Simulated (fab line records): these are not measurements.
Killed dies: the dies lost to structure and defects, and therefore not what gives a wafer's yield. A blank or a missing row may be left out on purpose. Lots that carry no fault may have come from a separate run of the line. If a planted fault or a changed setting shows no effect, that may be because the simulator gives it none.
A single fault, viewed from 2 desks + flow gf180mcu + numbers are kept per desk, each desk with only its own; the story behind them comes last

## METROLOGY DESK
Lot by lot, what the gauges showed, no matter which tool ran the lot: averages of those sampled wafers that carry a number. Any lot whose mean is over 4 standard deviations away from the usual mean is out of limits and marked OUT; that distance is given in the brackets.
Columns: A = V3_OVL at GF_V3_OVL_MEAS_15, usual 4 nm
| lot  | first seen here | A  |
|------|-----------------|----|
| L113 | day 22 11:59    | 5  |
| L115 | day 23 09:44    | -5 |
| L116 | day 23 13:53    | 8  |
| L117 | day 24 06:10    | 5  |
| L120 | day 25 00:41    | 9  |
| L119 | day 25 02:27    | 9  |
| L121 | day 25 09:32    | 1  |
| L129 | day 27 18:10    | -3 |
| L130 | day 28 02:53    | -5 |
| L131 | day 28 05:06    | 9  |
| L132 | day 28 09:47    | -4 |
| L133 | day 28 18:53    | 11 |
| L135 | day 29 05:53    | 1  |
| L136 | day 29 10:57    | 8  |
This desk's finding: nothing out of limits on any of the 14 lots.

## TOOL OWNER'S DESK, litho track-01
The tool's own readings at GF_M3_DEVELOP_13 (develop time 60 s): means of the sampled wafers that have a number, for each lot that ran on this tool. Any lot whose mean is over 4 standard deviations away from the usual mean is out of limits and marked OUT; that distance is given in the brackets.
Columns: A = developer temp C at GF_M3_DEVELOP_13, usual 20.99 C
| lot  | first seen here | A                |
|------|-----------------|------------------|
| L113 | day 21 11:08    | 20.97            |
| L117 | day 23 05:04    | 21.07            |
| L120 | day 24 01:53    | 20.99            |
| L129 | day 26 20:22    | 19.98 (-11) OUT  |
| L130 | day 27 04:34    | 20.10 (-9.4) OUT |
This desk finds L129, L130 out of limits, L129 being first, at day 26 20:22 (developer temp C at GF_M3_DEVELOP_13). L113, L117, L120: within limits.

## TAKEN TOGETHER
On L129, L130, at day 26 20:22, an alarm was possible from the tool owner's desk.
From the metrology desk's view, nothing was out of limits.
The metrology desk has L129, L130 on record, within its limits.
GF_M3_DEVELOP_13 was run on litho track-01 by each of the lots named.

## WHAT THE SIMULATOR HAD INSERTED
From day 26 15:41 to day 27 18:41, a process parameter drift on litho track-01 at GF_M3_DEVELOP_13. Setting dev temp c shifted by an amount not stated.
Lots struck among those shown: L129, L130.
Hours from the fault's start to each desk's first reading out of limits: the tool owner's desk, 5.
